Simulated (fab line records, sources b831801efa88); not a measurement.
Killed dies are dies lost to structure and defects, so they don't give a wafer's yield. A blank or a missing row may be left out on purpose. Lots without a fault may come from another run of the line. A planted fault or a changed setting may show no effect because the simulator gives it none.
Which tool did it? | flow gf180mcu | 13 lots, 39 wafers sampled, at 4 steps of a route of 602

WHAT THE GAUGES READ, wafer by wafer
GF_V1_CD_MEAS_14: target cd 260 nm. Usual: cd_nm 260.3 nm, standard deviation 1.
lot  | measured     | on        | cd_nm (nm)        | flag
L220 | day 17 22:50 | cd_sem-02 | 261.7 259.4 260.8 |
L221 | day 18 04:43 | cd_sem-02 | 260.8 260.8 260.2 |
L223 | day 19 02:35 | cd_sem-02 | 260.5 260.2 259.1 |
L230 | day 21 11:23 | cd_sem-02 | 258.7 258.9 259.3 |
L231 | day 21 20:04 | cd_sem-02 | 260.3 260.8 259.5 |
L232 | day 22 14:27 | cd_sem-01 | 258.2 259.7 260.9 |
L235 | day 24 00:03 | cd_sem-01 | 260.4 260.6 261.3 |
L236 | day 24 11:29 | cd_sem-01 | 260.7 261.1 261.2 |
L237 | day 25 04:13 | cd_sem-02 | 260.0 259.7 261.6 |
L238 | day 25 05:14 | cd_sem-01 | 260.9 259.2 260.2 |
L239 | day 25 20:48 | cd_sem-01 | 262.3 261.0 261.2 |
L243 | day 26 12:22 | cd_sem-02 | 259.9 259.4 259.2 |
L241 | day 26 12:52 | cd_sem-02 | 260.0 260.0 259.2 |

GF_V1_OVL_MEAS_15. Usual: V1_OVL -1 nm, standard deviation 6.6.
lot  | measured     | on         | V1_OVL (nm) | flag
L220 | day 17 22:56 | overlay-01 | -3 -2 -4    |
L221 | day 18 04:50 | overlay-01 | -3 -8 9     |
L223 | day 19 02:40 | overlay-02 | -5 4 -9     |
L230 | day 21 11:27 | overlay-02 | -7 -6 0     |
L231 | day 21 20:09 | overlay-01 | 6 -2 -2     |
L232 | day 22 14:34 | overlay-01 | -15 6 -6    |
L235 | day 24 00:09 | overlay-02 | -4 3 -9     |
L236 | day 24 11:35 | overlay-02 | -4 3 -3     |
L237 | day 25 04:20 | overlay-02 | -7 -2 -4    |
L238 | day 25 05:20 | overlay-01 | 0 12 4      |
L239 | day 25 20:54 | overlay-02 | -14 -12 -4  |
L243 | day 26 12:29 | overlay-01 | 4 11 6      |
L241 | day 26 12:58 | overlay-01 | -2 -3 -8    |

GF_V2_CD_MEAS_14: target cd 260 nm. Usual: cd_nm 260.5 nm, standard deviation 1.1.
lot  | measured     | on        | cd_nm (nm)        | flag
L220 | day 20 01:06 | cd_sem-02 | 259.1 259.0 258.0 |
L221 | day 20 06:44 | cd_sem-01 | 260.5 260.3 262.5 |
L223 | day 21 05:19 | cd_sem-02 | 263.0 261.6 261.7 |
L230 | day 23 12:46 | cd_sem-02 | 260.5 259.3 259.6 |
L231 | day 23 21:40 | cd_sem-02 | 260.9 259.8 259.7 |
L232 | day 24 13:59 | cd_sem-02 | 259.5 260.2 259.4 |
L235 | day 25 22:39 | cd_sem-02 | 261.8 261.3 261.6 |
L236 | day 26 09:29 | cd_sem-02 | 259.1 259.4 259.7 |
L237 | day 27 01:23 | cd_sem-01 | 260.4 259.7 260.7 |
L238 | day 27 03:39 | cd_sem-02 | 261.2 261.6 261.3 |
L239 | day 27 17:27 | cd_sem-01 | 260.8 261.6 261.8 |
L243 | day 28 08:08 | cd_sem-02 | 260.7 259.5 260.9 |
L241 | day 28 08:48 | cd_sem-02 | 258.4 260.6 259.5 |

WHICH TOOL RAN EACH LOT (tool, then ch and the chambers of the sampled wafers, then the start)
lot  | GF_V2_CMP_04
L220 | cmp-02 ch 0,1, day 19 00:46
L221 | cmp-02 ch 0,1,2, day 19 06:40
L223 | cmp-02 ch 2,3, day 20 05:16
L230 | cmp-01 ch 0,2,3, day 22 13:26
L231 | cmp-02 ch 1,2,3, day 22 22:20
L232 | cmp-02 ch 1,2,3, day 23 15:50
L235 | cmp-01 ch 0,2,3, day 25 01:04
L236 | cmp-02 ch 1,2,3, day 25 11:55
L237 | cmp-01 ch 1,2,3, day 26 04:41
L238 | cmp-02 ch 1,2,3, day 26 06:05
L239 | cmp-01 ch 1,2,3, day 26 20:28
L243 | cmp-02 ch 0,1,3, day 27 11:54
L241 | cmp-01 ch 0,1,2, day 27 12:14
- GF_V2_CMP_04: polishes SiO2.

WHAT THE TOOLS THEMSELVES READ (means of the sampled wafers that have a number; where no wafer has one, the mark that the record gives instead)
GF_V2_CMP_04. Usual: edge_zone_pressure_frac 1.000, standard deviation 0.0048; head_pressure_psi 4.000 psi, standard deviation 0.0085; motor_current_A 11.9 A, standard deviation 1.6; time_to_endpoint_s 81 s, standard deviation 5.6.
lot  | tool   | edge_zone_pressure_frac | head_pressure_psi (psi) | motor_current_A (A) | time_to_endpoint_s (s) | flag
L220 | cmp-02 | 0.994                   | 3.991                   | 13.7                | 83                     |
L221 | cmp-02 | 0.995                   | 4.004                   | 12.8                | 77                     |
L223 | cmp-02 | 1.006                   | 4.000                   | 11.7                | 85                     |
L230 | cmp-01 | -                       | -                       | -                   | -                      | OFF
L231 | cmp-02 | -                       | -                       | -                   | -                      | OFF
L232 | cmp-02 | -                       | -                       | -                   | -                      | OFF
L235 | cmp-01 | 1.002                   | 4.002                   | 11.1                | 79                     |
L236 | cmp-02 | 0.995                   | 3.997                   | 12.8                | 75                     |
L237 | cmp-01 | 1.004                   | 3.999                   | 11.2                | 75                     |
L238 | cmp-02 | 1.002                   | 4.004                   | 12.6                | 76                     |
L239 | cmp-01 | 0.996                   | 3.992                   | 11.2                | 85                     |
L243 | cmp-02 | 1.001                   | 4.003                   | 13.0                | 82                     |
L241 | cmp-01 | 1.001                   | 4.003                   | 11.5                | 84                     |

THE ANSWER, worked out from the rows above alone
Rule: a lot is off if the mean of its wafers that have a number lies more than 3 standard deviations from the usual mean. A lot without any number at a reading at which 4 lots or more have one is off too. The other lots that the step has rows for count as sound. The gauges are gone through in route order, then the tools' own readings, and for those a lot's mean is taken as printed above. The first step at which some lot is off is used, and at that step the reading that is off furthest; a lot without a number counts as furthest.
Off: L230, L231, L232, at GF_V2_CMP_04 (edge_zone_pressure_frac). Without a number there: L230, L231, L232.
A tool fits if, at that step or a process step before it, it ran every lot that is off, and no sound lot after the first of them. None of those tried fits.

WHAT THE SIMULATOR HAD PUT IN
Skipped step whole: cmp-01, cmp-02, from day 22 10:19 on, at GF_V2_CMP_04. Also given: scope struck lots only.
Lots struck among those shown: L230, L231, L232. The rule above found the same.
